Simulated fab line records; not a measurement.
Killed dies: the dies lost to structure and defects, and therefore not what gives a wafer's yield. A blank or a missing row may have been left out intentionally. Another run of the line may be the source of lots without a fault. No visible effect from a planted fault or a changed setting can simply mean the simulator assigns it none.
fab line records	flow sky130
record lots=6	wafers=18	lastDay=50
route steps=708 shown PWDE@54 NWELL@56 PAD_OPEN@708
lots that met no fault: from a run of the same line without faults
startH: the number of hours between the record's first day and the start of the first shown wafer of the lot	waitH: hours since the lot's step before	" the same as in the row above	L1.1+2: a single row standing in for several wafers	- either no value or no given start	* or withheld: withheld	< > ~ a bound
route shown NAME@n: names a module that has steps shown in the file, with the first one's number in the route	usual: average and standard deviation across the fault-free wafers	same: alike in all rows	chamber/n: place in a boat	sites: each site's reading	_std_site: standard deviation of those values	_edge_site: mean of outer sites minus mean of inner sites	radiusMm: how far each site lies from the wafer's centre	mask NAME#n: copy n	behind: tool/chamber where the wafer was last shaped	hold: the reason the lot was held/the length of the hold in hours/how it ended	device: which transistor (n, p or np) failed to switch	end of line: at the end of the route, the tests of the same wafers	where a step has no rows: the recipe by itself	killed: dies lost to structure and defects at the first sort, not the wafer's yield	map: dies across one wafer; x = killed, . = not, _ = none there
set.NAME: the setting the step ran with; set.NAME@STEP: the setting that earlier step ran with	model.NAME: the simulator's own value behind a step, which no gauge read
lots at selected steps of the route; one table per step, one row per wafer
services: from which hour (startH, from the record's first day; less than 0 if before it) a tool's chamber was out of use, for how many hours, and why
## steps
# step SKY_PWDE_STRIP_09
# recipe chemistry=O2/N2	powerW=1400	pressureMtorr=1500	platenTempC=withheld	o2FlowSccm=3000	n2FlowSccm=300	overashFraction=0.5
# usual drypumpMotorCurrentA=5.78/0.15	oesProductAu=0.722/0.0042	stripTimeToEndpointS=36.92/0.097
# same overashFraction=0.5
lot.wafer	tool	chamber	startH	waitH	drypumpMotorCurrentA	oesProductAu	rfHoursCounterH	stripTimeToEndpointS
L814.3	plasmaAsher-03	1	82.23	0.1	5.59	0.722	-	37.16
L814.4	"	0	"	"	6.04	0.725	-	36.99
L814.5	"	1	"	"	5.57	0.727	-	36.99
L817.1	plasmaAsher-04	0	105.75	0.1	5.68	0.725	42	36.84
L817.2	"	1	"	"	5.78	0.714	42	37.04
L817.4	"	1	"	"	5.80	0.713	-	36.88
L818.1	plasmaAsher-04	0	115.43	0.1	5.66	0.714	44	36.88
L818.2	"	1	"	"	5.78	0.719	44	36.83
L818.3	"	1	"	"	5.81	0.724	-	36.79
L823.1	plasmaAsher-03	1	132.43	0.1	5.59	0.725	1	37.01
L823.2	"	0	"	"	6.02	0.723	1	36.86
L823.5	"	1	"	"	5.59	0.722	-	36.87
L834.2	plasmaAsher-04	1	193.27	0.1	5.81	0.728	51	36.74
L834.3	"	1	"	"	5.80	0.724	-	36.84
L834.4	"	0	"	"	5.69	0.724	-	36.82
L835.1	plasmaAsher-04	1	198.30	0.1	5.82	0.720	52	37.06
L835.3	"	1	"	"	5.84	0.724	-	36.98
L835.4	"	0	"	"	5.71	0.718	-	37.08
# step SKY_PWDE_TW_MEAS_10
# usual PWDE_TW=374/4.2
lot.wafer	tool	chamber	startH	waitH	PWDE_TW
L814.3	filmMetro-01	-	82.32	0.1	371
L814.4	"	-	"	"	371
L814.5	"	-	"	"	369
L817.1	filmMetro-04	-	105.85	0.1	381
L817.2	"	-	"	"	381
L817.4	"	-	"	"	381
L818.1	filmMetro-01	-	115.53	0.1	371
L818.2	"	-	"	"	371
L818.3	"	-	"	"	371
L823.1	filmMetro-02	-	132.53	0.1	374
L823.2	"	-	"	"	374
L823.5	"	-	"	"	373
L834.2	filmMetro-01	-	193.38	0.1	369
L834.3	"	-	"	"	370
L834.4	"	-	"	"	369
L835.1	filmMetro-01	-	198.40	0.1	371
L835.3	"	-	"	"	371
L835.4	"	-	"	"	369
# step SKY_NWELL_DEHYDRATE_03
# recipe tempC=200	timeS=60
# step SKY_NWELL_HMDS_04
# recipe primeTimeS=60	primeTempC=120
# step SKY_NWELL_COAT_05
# recipe spinRpm=2000	resistThkNm=3000
# step SKY_NWELL_SOFTBAKE_06
# recipe tempC=110	timeS=withheld
# step SKY_NWELL_EXPOSE_07
# recipe maskId=NWM	na=0.6	sourceShape=conventional	sigmaOuter=0.6	polarization=unpolarized	targetCdNm=840	doseMj=255
# step SKY_NWELL_PEB_08
# recipe tempC=115	timeS=withheld
# step SKY_NWELL_DEVELOP_09
# recipe wallAngleDeg=90	developer=TMAH	developTimeS=60	devTempC=23
# step SKY_NWELL_OVL_MEAS_10
# usual NWELL_00_OVL=-0.1/1.2
lot.wafer	tool	chamber	startH	waitH	NWELL_00_OVL[nm]
L814.3	overlay-02	-	98.42	-	-1.5
L814.4	"	-	"	"	-3.1
L814.5	"	-	"	"	-0.3
L817.1	overlay-02	-	123.35	-	-1.1
L817.2	"	-	"	"	-1.0
L817.4	"	-	"	"	2.1
L818.1	overlay-02	-	133.25	-	1.3
L818.2	"	-	"	"	-1.2
L818.3	"	-	"	"	0.7
L823.1	overlay-02	-	151.86	-	-1.6
L823.2	"	-	"	"	1.2
L823.5	"	-	"	"	0.6
L834.2	overlay-01	-	214.95	-	0.9
L834.3	"	-	"	"	-1.2
L834.4	"	-	"	"	0.3
L835.1	overlay-02	-	220.93	-	-2.2
L835.3	"	-	"	"	1.1
L835.4	"	-	"	"	-0.4
# step SKY_NWELL_IMPLANT_11
# recipe species=P	energyKev=393.8	doseCm2=1.9e+13	tiltDeg=withheld
# step SKY_NWELL_IMPLANT_12
# recipe species=P	energyKev=120	doseCm2=1.3e+12	tiltDeg=withheld
# step SKY_NWELL_IMPLANT_13
# recipe species=P	energyKev=50	doseCm2=7e+11	tiltDeg=withheld
# usual doseIonsCm2=7e+11/7.4e+08	faradayCurrentUA=3.95/0.08
lot.wafer	tool	chamber	startH	waitH	doseIonsCm2	faradayCurrentUA
L814.3	implanter-04	0	98.80	0.1	7e+11	3.88
L814.4	"	0	"	"	7.003e+11	4.11
L814.5	"	0	"	"	7.002e+11	3.92
L817.1	implanter-04	0	123.68	0.1	4.931e+11	2.80
L817.2	"	0	"	"	4.933e+11	2.84
L817.4	"	0	"	"	4.931e+11	2.72
L818.1	implanter-04	0	133.58	0.1	4.952e+11	2.63
L818.2	"	0	"	"	4.935e+11	2.81
L818.3	"	0	"	"	4.949e+11	2.82
L823.1	implanter-02	0	152.20	0.1	7.007e+11	4.03
L823.2	"	0	"	"	6.997e+11	3.86
L823.5	"	0	"	"	6.994e+11	4.03
L834.2	implanter-04	0	215.31	0.1	6.992e+11	4.02
L834.3	"	0	"	"	7.006e+11	3.84
L834.4	"	0	"	"	7.003e+11	3.91
L835.1	implanter-01	0	221.27	0.1	7e+11	4.01
L835.3	"	0	"	"	6.988e+11	3.85
L835.4	"	0	"	"	6.997e+11	3.90
# step SKY_NWELL_STRIP_14
# recipe chemistry=O2/N2	powerW=1400	pressureMtorr=1500	platenTempC=withheld	o2FlowSccm=3000	n2FlowSccm=300	overashFraction=0.5
# usual drypumpMotorCurrentA=5.76/0.18	oesProductAu=0.723/0.0047	stripTimeToEndpointS=36.87/0.11
# same overashFraction=0.5
lot.wafer	tool	chamber	startH	waitH	drypumpMotorCurrentA	oesProductAu	rfHoursCounterH	stripTimeToEndpointS
L814.3	plasmaAsher-04	1	98.93	0.1	5.81	0.727	-	37.01
L814.4	"	0	"	"	5.70	0.728	-	36.95
L814.5	"	0	"	"	5.67	0.724	-	36.90
L817.1	plasmaAsher-02	1	123.83	0.1	5.88	0.720	32	36.78
L817.2	"	0	"	"	5.55	0.720	32	36.70
L817.4	"	1	"	"	5.89	0.717	-	36.78
L818.1	plasmaAsher-04	0	133.73	0.1	5.70	0.731	45	36.72
L818.2	"	1	"	"	5.82	0.723	45	36.82
L818.3	"	1	"	"	5.80	0.729	-	36.73
L823.1	plasmaAsher-02	0	152.35	0.1	5.55	0.726	35	36.75
L823.2	"	1	"	"	5.92	0.723	35	36.73
L823.5	"	0	"	"	5.56	0.717	-	36.76
L834.2	plasmaAsher-03	0	215.43	0.1	6.07	0.725	9	37.01
L834.3	"	0	"	"	6.04	0.722	-	36.87
L834.4	"	1	"	"	5.53	0.711	-	37.03
L835.1	plasmaAsher-02	1	221.42	0.1	5.88	0.735	42	36.90
L835.3	"	1	"	"	5.91	0.720	-	36.83
L835.4	"	0	"	"	5.54	0.727	-	36.84
# step SKY_NWELL_TW_MEAS_15
# usual NWELL_TW=1812/19
lot.wafer	tool	chamber	startH	waitH	NWELL_TW
L814.3	filmMetro-02	-	99.02	0.1	1804
L814.4	"	-	"	"	1803
L814.5	"	-	"	"	1792
L817.1	filmMetro-04	-	123.93	0.1	1827
L817.2	"	-	"	"	1837
L817.4	"	-	"	"	1832
L818.1	filmMetro-02	-	133.83	0.1	1804
L818.2	"	-	"	"	1808
L818.3	"	-	"	"	1801
L823.1	filmMetro-01	-	152.45	0.1	1805
L823.2	"	-	"	"	1810
L823.5	"	-	"	"	1801
L834.2	filmMetro-01	-	215.54	0.1	1796
L834.3	"	-	"	"	1792
L834.4	"	-	"	"	1796
L835.1	filmMetro-01	-	221.52	0.1	1786
L835.3	"	-	"	"	1800
L835.4	"	-	"	"	1798
# step SKY_NWELL_DEHYDRATE_16
# recipe tempC=200	timeS=60
# step SKY_NWELL_HMDS_17
# recipe primeTimeS=60	primeTempC=120
# step SKY_NWELL_COAT_18
# recipe spinRpm=2000	resistThkNm=3000
# step SKY_NWELL_SOFTBAKE_19
# recipe tempC=110	timeS=withheld
# step SKY_NWELL_EXPOSE_20
# recipe maskId=NWM_COMPLEMENT	na=0.6	sourceShape=conventional	sigmaOuter=0.6	polarization=unpolarized	targetCdNm=840	doseMj=260
# step SKY_NWELL_PEB_21
# recipe tempC=115	timeS=withheld
# step SKY_NWELL_DEVELOP_22
# recipe wallAngleDeg=90	developer=TMAH	developTimeS=60	devTempC=23
# step SKY_NWELL_OVL_MEAS_23
# usual NWELL_01_OVL=0.3/1.4
lot.wafer	tool	chamber	startH	waitH	NWELL_01_OVL[nm]
L814.3	overlay-02	-	116.47	-	0.4
L814.4	"	-	"	"	0.0
L814.5	"	-	"	"	-2.4
L817.1	overlay-01	-	142.71	-	-0.4
L817.2	"	-	"	"	1.0
L817.4	"	-	"	"	1.0
L818.1	overlay-01	-	153.51	-	0.1
L818.2	"	-	"	"	-0.8
L818.3	"	-	"	"	0.8
L823.1	overlay-02	-	171.90	-	0.8
L823.2	"	-	"	"	0.9
L823.5	"	-	"	"	1.4
L834.2	overlay-01	-	237.95	-	0.3
L834.3	"	-	"	"	-1.2
L834.4	"	-	"	"	-1.3
L835.1	overlay-01	-	244.68	-	3.0
L835.3	"	-	"	"	2.3
L835.4	"	-	"	"	5.1
# step SKY_NWELL_IMPLANT_24
# recipe species=B	energyKev=140	doseCm2=9.2e+12	tiltDeg=withheld
# step SKY_NWELL_STRIP_25
# recipe chemistry=O2/N2	powerW=1400	pressureMtorr=1500	platenTempC=withheld	o2FlowSccm=3000	n2FlowSccm=300	overashFraction=0.5
# usual drypumpMotorCurrentA=5.75/0.18	oesProductAu=0.722/0.0047	stripTimeToEndpointS=36.93/0.094
# same overashFraction=0.5
lot.wafer	tool	chamber	startH	waitH	drypumpMotorCurrentA	oesProductAu	rfHoursCounterH	stripTimeToEndpointS
L814.3	plasmaAsher-04	1	116.68	0.1	5.81	0.722	-	36.93
L814.4	"	0	"	"	5.69	0.725	-	36.94
L814.5	"	0	"	"	5.70	0.721	-	36.88
L817.1	plasmaAsher-02	1	142.90	0.1	5.90	0.717	34	36.86
L817.2	"	0	"	"	5.56	0.714	34	36.81
L817.4	"	0	"	"	5.54	0.723	-	36.88
L818.1	plasmaAsher-04	0	153.70	0.1	5.66	0.726	47	36.97
L818.2	"	1	"	"	5.78	0.721	47	36.87
L818.3	"	1	"	"	5.80	0.728	-	36.81
L823.1	plasmaAsher-03	0	172.08	0.1	6.04	0.722	5	36.87
L823.2	"	1	"	"	5.54	0.727	5	36.79
L823.5	"	0	"	"	6.03	0.724	-	36.85
L834.2	plasmaAsher-04	1	238.13	0.1	5.79	0.725	56	36.90
L834.3	"	1	"	"	5.77	0.726	-	36.92
L834.4	"	0	"	"	5.69	0.722	-	36.79
L835.1	plasmaAsher-02	0	244.87	0.1	5.54	0.724	44	36.97
L835.3	"	0	"	"	5.52	0.723	-	36.98
L835.4	"	1	"	"	5.83	0.719	-	37.05
# step SKY_NWELL_TW_MEAS_26
# usual NWELL_2_TW=496/5.8
lot.wafer	tool	chamber	startH	waitH	NWELL_2_TW
L814.3	filmMetro-01	-	116.77	0.1	494
L814.4	"	-	"	"	496
L814.5	"	-	"	"	491
L817.1	filmMetro-01	-	143.00	0.1	493
L817.2	"	-	"	"	493
L817.4	"	-	"	"	495
L818.1	filmMetro-04	-	153.80	0.1	502
L818.2	"	-	"	"	502
L818.3	"	-	"	"	501
L823.1	filmMetro-02	-	172.18	0.1	489
L823.2	"	-	"	"	491
L823.5	"	-	"	"	492
L834.2	filmMetro-01	-	238.24	0.1	492
L834.3	"	-	"	"	493
L834.4	"	-	"	"	488
L835.1	filmMetro-01	-	244.97	0.1	493
L835.3	"	-	"	"	492
L835.4	"	-	"	"	492
# step SKY_NWELL_CLEAN_27
# recipe chemistry=SC1/SC2	mix=1:4:20	tempC=70	timeS=150	dry=n2Spin
# step SKY_NWELL_RTA_28
# recipe tempC=1050	timeS=30	idleTempC=650	rampUpCPerS=150	rampDownCPerS=90	ambient=N2
# usual lampPowerPct=25.30/0.049	wafer_temp_C_max=1054.8/0.96
lot.wafer	tool	chamber	startH	waitH	lampPowerPct	wafer_temp_C_max
L814.3	rtpAnneal-01	0	116.90	0.0	25.27	1054.1
L814.4	"	0	"	"	25.25	1055.5
L814.5	"	0	"	"	25.28	1054.7
L817.1	rtpAnneal-02	0	143.11	0.0	25.33	1054.5
L817.2	"	0	"	"	25.38	1053.9
L817.4	"	0	"	"	25.39	1054.6
L818.1	rtpAnneal-02	0	153.91	0.0	25.29	1054.8
L818.2	"	0	"	"	25.28	1054.1
L818.3	"	0	"	"	25.35	1057.2
L823.1	rtpAnneal-01	0	172.29	0.0	25.27	1053.9
L823.2	"	0	"	"	25.26	1055.3
L823.5	"	0	"	"	25.32	1056.4
L834.2	rtpAnneal-01	0	238.41	0.0	25.34	1055.0
L834.3	"	0	"	"	25.32	1054.4
L834.4	"	0	"	"	25.29	1055.2
L835.1	rtpAnneal-02	0	245.08	0.0	25.18	1054.0
L835.3	"	0	"	"	25.21	1054.8
L835.4	"	0	"	"	25.32	1054.8
# step SKY_NWELL_RS_MEAS_29
# recipe thkMeasGauge=four-point-probe
# usual NWELL_RS=627.4/1.9
lot.wafer	tool	chamber	startH	waitH	NWELL_RS[ohm/sq]
L814.3	filmMetro-04	-	117.00	0.1	626.5
L814.4	"	-	"	"	625.8
L814.5	"	-	"	"	627.0
L817.1	filmMetro-01	-	143.21	0.1	638.0
L817.2	"	-	"	"	638.9
L817.4	"	-	"	"	636.0
L818.1	filmMetro-02	-	154.01	0.1	633.5
L818.2	"	-	"	"	630.8
L818.3	"	-	"	"	633.0
L823.1	filmMetro-01	-	172.39	0.1	627.0
L823.2	"	-	"	"	628.9
L823.5	"	-	"	"	627.7
L834.2	filmMetro-04	-	238.51	0.1	627.4
L834.3	"	-	"	"	626.0
L834.4	"	-	"	"	627.7
L835.1	filmMetro-01	-	245.18	0.1	628.2
L835.3	"	-	"	"	627.4
L835.4	"	-	"	"	627.1
# step SKY_PAD_OPEN_PROBE_99
# usual killed_at_M0_to_M3=43/6.9	killed_at_M4_up=3.0/1.8	killedAtContacts=24/4.8	killedAtFrontEnd=15/4.5	killedAtOther=0.4/0.67	killedDies=86/9.2	killedOpen=46/6.9	killedShort=39/6
# same grossDies=492	killedAtBackSide=0
lot.wafer	tool	chamber	startH	waitH	killed_at_M0_to_M3	killed_at_M4_up	killedAtContacts	killedAtFrontEnd	killedAtOther	killedDies	killedOpen	killedShort	model.etest.pfetG5v0d10v5.rOnOhmUm	model.etest.pfetG5v0d10v5.driveUaUm	model.etest.pfet_01v8_lvt.driveUaUm	model.etest.pfetG5v0d10v5.offLog10AUm	model.etest.pfet_01v8_lvt.offLog10AUm	model.etest.pfetG5v0d10v5.vtSatV	model.etest.pfet_16v.vtV	model.etest.pfetG5v0d10v5.vtV
L814.3	prober-02	-	1089.46	0.2	35	3	23	27	1	89	55	33	4777	337.2	175.1	-13.05	-8.871	-0.677	-1.114	-0.8605
L814.4	prober-02	-	1089.51	0.2	42	0	29	15	2	88	53	35	4796	336.1	174.2	-13.01	-8.836	-0.6782	-1.118	-0.8625
L814.5	prober-02	-	1089.56	0.2	43	1	30	13	0	87	51	36	4811	333.1	174.3	-12.95	-8.782	-0.685	-1.116	-0.8687
L817.1	prober-01	-	1122.22	0.1	42	2	17	10	0	71	36	35	4607	359.3	185.3	-11.05	-7.484	-0.5002	-0.9867	-0.72
L817.2	prober-01	-	1122.27	0.1	43	6	23	17	0	89	45	44	4578	353.6	185.5	-11.46	-7.642	-0.5405	-0.9931	-0.7605
L817.4	prober-01	-	1122.37	0.2	45	3	26	16	0	90	48	42	4671	351.1	184.4	-11.61	-7.777	-0.5458	-1.001	-0.7595
L818.1	prober-01	-	1128.34	0.1	31	1	26	19	1	78	39	39	4642	344.1	189.2	-11.4	-7.659	-0.5379	-1.016	-0.7525
L818.2	prober-01	-	1128.39	0.1	50	2	25	21	0	98	55	43	4650	345.5	187.8	-11.68	-7.624	-0.5431	-1.014	-0.7484
L818.3	prober-01	-	1128.44	0.2	45	2	21	11	0	79	46	33	4706	340.7	186.4	-11.42	-7.761	-0.5381	-1.009	-0.7493
L823.1	prober-01	-	1147.47	0.1	35	2	29	10	1	77	42	34	4633	346.6	179.3	-12.59	-8.729	-0.6378	-1.106	-0.8283
L823.2	prober-01	-	1147.52	0.1	37	5	21	12	0	75	43	32	4729	339.9	177.5	-12.84	-8.731	-0.6659	-1.111	-0.8496
L823.5	prober-01	-	1147.67	0.2	35	7	17	9	0	68	38	30	4690	340.6	175.6	-12.71	-8.584	-0.6489	-1.114	-0.8369
L834.2	prober-01	-	1199.76	0.1	43	1	19	12	0	75	39	35	4630	347	181.1	-12.72	-8.746	-0.6368	-1.087	-0.8347
L834.3	prober-01	-	1199.81	0.2	45	3	23	11	0	82	47	35	4674	348.6	176.3	-12.67	-8.669	-0.62	-1.091	-0.8122
L834.4	prober-01	-	1199.86	0.2	40	2	34	25	0	101	57	44	4670	345.1	175.8	-12.44	-8.879	-0.6305	-1.091	-0.8255
L835.1	prober-02	-	1199.84	0.1	50	2	23	8	0	83	44	39	4758	343.8	172.1	-12.68	-8.801	-0.6594	-1.099	-0.8413
L835.3	prober-02	-	1199.94	0.2	50	5	21	10	1	87	42	45	4824	338.5	173.2	-12.62	-8.797	-0.6273	-1.099	-0.8108
L835.4	prober-02	-	1199.99	0.2	42	2	20	20	1	85	46	39	4769	339.2	174.8	-12.56	-8.878	-0.6313	-1.09	-0.8183
# killed by level:class
L814.3 CONTACT:geometricParticle:open=9 VIA1:geometricParticle:open=8 POLY_GATE:geometricParticle:open=8 FIELD_ISO:geometricParticle:open=6 VIA3:geometricParticle:open=6 VIA2:geometricParticle:open=5 METAL3:geometricParticle:short=4 FIELD_ISO:geometricParticle:short=3
L814.4 VIA1:geometricParticle:open=11 CONTACT:geometricParticle:open=10 CONTACT:geometricParticle:short=8 LOCAL_INTERCONNECT:geometricParticle:short=7 VIA2:geometricParticle:open=7 VIA1:geometricParticle:short=6 VIA3:geometricParticle:open=6 FIELD_ISO:geometricParticle:open=4
L814.5 VIA1:geometricParticle:open=11 CONTACT:geometricParticle:open=10 VIA2:geometricParticle:open=8 LI_CONTACT:geometricParticle:short=7 CONTACT:geometricParticle:short=5 METAL3:geometricParticle:short=5 VIA3:geometricParticle:open=5 FIELD_ISO:geometricParticle:short=4
L817.1 VIA1:geometricParticle:open=10 VIA3:geometricParticle:open=7 VIA1:geometricParticle:short=6 CONTACT:geometricParticle:open=5 VIA2:geometricParticle:open=5 LOCAL_INTERCONNECT:geometricParticle:short=4 CONTACT:geometricParticle:short=4 FIELD_ISO:geometricParticle:short=3
L817.2 VIA1:geometricParticle:open=16 LI_CONTACT:geometricParticle:open=8 CONTACT:geometricParticle:open=7 METAL1:geometricParticle:short=6 METAL2:geometricParticle:short=5 METAL4:geometricParticle:short=5 POLY_GATE:geometricParticle:short=4 LOCAL_INTERCONNECT:geometricParticle:short=4
L817.4 LI_CONTACT:geometricParticle:open=10 VIA1:geometricParticle:open=10 METAL1:geometricParticle:short=8 VIA2:geometricParticle:open=7 FIELD_ISO:geometricParticle:short=5 METAL2:geometricParticle:short=5 LOCAL_INTERCONNECT:geometricParticle:short=5 VIA3:geometricParticle:open=5
L818.1 VIA1:geometricParticle:open=10 CONTACT:geometricParticle:open=9 POLY_GATE:geometricParticle:open=6 LOCAL_INTERCONNECT:geometricParticle:short=5 VIA1:geometricParticle:short=5 METAL2:geometricParticle:short=5 FIELD_ISO:geometricParticle:open=4 FIELD_ISO:geometricParticle:short=4
L818.2 VIA1:geometricParticle:open=14 LI_CONTACT:geometricParticle:open=8 CONTACT:geometricParticle:open=8 FIELD_ISO:geometricParticle:open=6 METAL2:geometricParticle:short=6 METAL1:geometricParticle:short=6 VIA2:geometricParticle:open=6 VIA1:geometricParticle:short=5
L818.3 VIA1:geometricParticle:open=11 VIA2:geometricParticle:open=9 CONTACT:geometricParticle:short=7 CONTACT:geometricParticle:open=7 METAL2:geometricParticle:short=6 LI_CONTACT:geometricParticle:open=6 FIELD_ISO:geometricParticle:short=4 FIELD_ISO:geometricParticle:open=3
L823.1 CONTACT:geometricParticle:open=13 VIA1:geometricParticle:open=10 CONTACT:geometricParticle:short=6 LI_CONTACT:geometricParticle:open=5 METAL1:geometricParticle:short=5 VIA1:geometricParticle:short=4 POLY_GATE:geometricParticle:open=3 LI_CONTACT:geometricParticle:short=3
L823.2 CONTACT:geometricParticle:open=10 VIA3:geometricParticle:open=7 VIA1:geometricParticle:open=7 VIA2:geometricParticle:open=5 SPACER:geometricParticle:open=4 LI_CONTACT:geometricParticle:short=4 VIA1:geometricParticle:short=4 FIELD_ISO:geometricParticle:short=3
L823.5 CONTACT:geometricParticle:open=9 VIA1:geometricParticle:open=9 VIA3:geometricParticle:open=8 METAL4:geometricParticle:short=6 LI_CONTACT:geometricParticle:open=4 METAL2:geometricParticle:short=4 VIA3:geometricParticle:short=4 POLY_GATE:geometricParticle:short=3
L834.2 VIA2:geometricParticle:open=9 METAL1:geometricParticle:short=9 CONTACT:geometricParticle:open=7 VIA1:geometricParticle:short=7 LI_CONTACT:geometricParticle:open=6 FIELD_ISO:geometricParticle:open=5 VIA1:geometricParticle:open=5 VIA3:geometricParticle:open=4
L834.3 LI_CONTACT:geometricParticle:open=8 VIA1:geometricParticle:open=8 FIELD_ISO:geometricParticle:open=7 METAL2:geometricParticle:short=7 VIA2:geometricParticle:open=7 CONTACT:geometricParticle:open=6 METAL1:geometricParticle:short=5 VIA1:geometricParticle:short=4
L835.1 VIA3:geometricParticle:open=12 VIA1:geometricParticle:open=9 METAL1:geometricParticle:short=7 VIA1:geometricParticle:short=6 CONTACT:geometricParticle:short=6 CONTACT:geometricParticle:open=6 LI_CONTACT:geometricParticle:open=5 METAL2:geometricParticle:short=3
L834.4 CONTACT:geometricParticle:open=20 VIA1:geometricParticle:open=9 FIELD_ISO:geometricParticle:open=7 METAL1:geometricParticle:short=7 FIELD_ISO:geometricParticle:short=6 LI_CONTACT:geometricParticle:open=6 METAL2:geometricParticle:short=6 POLY_GATE:geometricParticle:open=5
L835.3 VIA1:geometricParticle:open=13 METAL1:geometricParticle:short=9 LOCAL_INTERCONNECT:geometricParticle:short=7 VIA3:geometricParticle:open=6 FIELD_ISO:geometricParticle:short=5 VIA2:geometricParticle:open=5 VIA1:geometricParticle:short=5 LI_CONTACT:geometricParticle:open=4
L835.4 VIA1:geometricParticle:open=13 LOCAL_INTERCONNECT:geometricParticle:short=7 VIA1:geometricParticle:short=7 POLY_GATE:geometricParticle:open=6 FIELD_ISO:geometricParticle:short=5 LOCAL_INTERCONNECT:geometricParticle:open=5 LI_CONTACT:geometricParticle:open=4 VIA3:geometricParticle:open=4
## services
tool	chamber	startH	hours	kind
implanter-02	-	69.95	38.9	repair
implanter-01	-	78.18	3.7	repair
plasmaAsher-03	-	108.75	9.0	pm
plasmaAsher-03	0	108.75	9.0	ventCycle
plasmaAsher-03	1	108.75	9.0	ventCycle
plasmaAsher-03	0	117.75	-	clean
plasmaAsher-03	1	117.75	-	clean
implanter-02	-	153.82	4.1	repair
implanter-04	-	160.26	0.9	repair
plasmaAsher-02	-	173.29	0.4	repair
plasmaAsher-03	-	190.92	2.8	repair
implanter-02	-	202.33	3.8	repair
plasmaAsher-03	-	208.15	1.9	repair
## key
firstSign step=SKY_NWELL_IMPLANT_13	reading=doseIonsCm2	direction=down	sigmas=99+	usual=*	struck=*
effect step=SKY_NWELL_IMPLANT_13	reading=faradayCurrentUA	direction=down	sigmas=15	usual=3.95	struck=2.77
effect step=SKY_NWELL_RS_MEAS_29	reading=NWELL_RS	direction=up	sigmas=4	usual=627.4	struck=635.0
modelEffect step=SKY_PAD_OPEN_PROBE_99	value=etest.pfetG5v0d10v5.rOnOhmUm	without=4764	struck=4642
metAt SKY_NWELL_IMPLANT_13
struckWafers L817.1,L817.2,L817.4,L818.1,L818.2,L818.3
testerLeftOut L817,L818
onsetBetween 98.80 123.68
fault kind=processParameterDrift	tool=implanter-04	chamber=-	onsetH=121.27	steps=SKY_NWELL_IMPLANT_13	channel=doseCm2	offset=*	shape=step	endH=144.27	actsIn=*	stated=*
# testerLeftOut: of these lots the tester's yield and bins aren't shown, on N5 and GAA mostly nor the transistor test; their killed dies are dies lost to structure and defects alone, not to doping, threshold or leakage, so they don't give the yield
